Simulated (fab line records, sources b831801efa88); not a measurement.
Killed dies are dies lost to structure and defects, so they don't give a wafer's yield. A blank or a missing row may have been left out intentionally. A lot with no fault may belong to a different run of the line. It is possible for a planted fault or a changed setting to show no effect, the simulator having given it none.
Matching of chambers | flow sky130 | SKY_VIA3_ETCH_15 on rie_diel-02 has 4 sister chambers
The step etches SiO2 in C4F8/O2/Ar, stops on TiN, target depth 507 nm, time 78 s. 8 wafers are shown with their chamber, then 9 later ones without.

## WAFERS PAIRED WITH THEIR CHAMBERS
wafer  | chamber | oes_product_au (a.u.)
L078.2 | 2       | 0.947
L078.4 | 3       | 0.949
L078.5 | 1       | 0.949
L081.3 | 2       | 0.946
L081.4 | 3       | 0.948
L083.2 | 0       | 0.948
L083.5 | 1       | 0.935
L083.6 | 0       | 0.942

## WAFERS MISSING THEIR CHAMBER
wafer  | oes_product_au (a.u.)
L086.1 | 0.952
L086.3 | 0.942
L086.4 | 0.932
L088.3 | 0.955
L088.4 | 0.940
L088.5 | 0.935
L092.3 | 0.945
L092.4 | 0.941
L092.6 | 0.951

## EACH ONE'S CHAMBER
wafer  | from the rows above               | in truth
L086.1 | can't be placed: 3 or 2 or 0 or 1 | 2
L086.3 | can't be placed: 1 or 0 or 2 or 3 | 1
L086.4 | can't be placed: 1 or 0 or 2 or 3 | 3
L088.3 | can't be placed: 3 or 2 or 0 or 1 | 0
L088.4 | can't be placed: 1 or 0 or 2 or 3 | 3
L088.5 | can't be placed: 1 or 0 or 2 or 3 | 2
L092.3 | can't be placed: 0 or 2 or 1 or 3 | 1
L092.4 | can't be placed: 1 or 0 or 2 or 3 | 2
L092.6 | can't be placed: 3 or 2 or 0 or 1 | 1
Correctly placed: 0 of 9. Not placeable from these rows: 9 (in 9, the candidates include the true chamber). Wrongly placed: 0.
How it was worked out, from the rows above alone: a wafer's distance from a chamber is the root of the sum, over the readings, of the square of ((its reading less the chamber's mean) divided by the reading's scatter). If the next closest chamber is less than 2 further off than the closest, the wafer can't be placed; otherwise it belongs to the closest. Each chamber's mean is taken over the wafers shown for it. The scatter: the root of (the sum of the squares of (reading less its chamber's mean) over the shown wafers, divided by (wafers less chambers)).
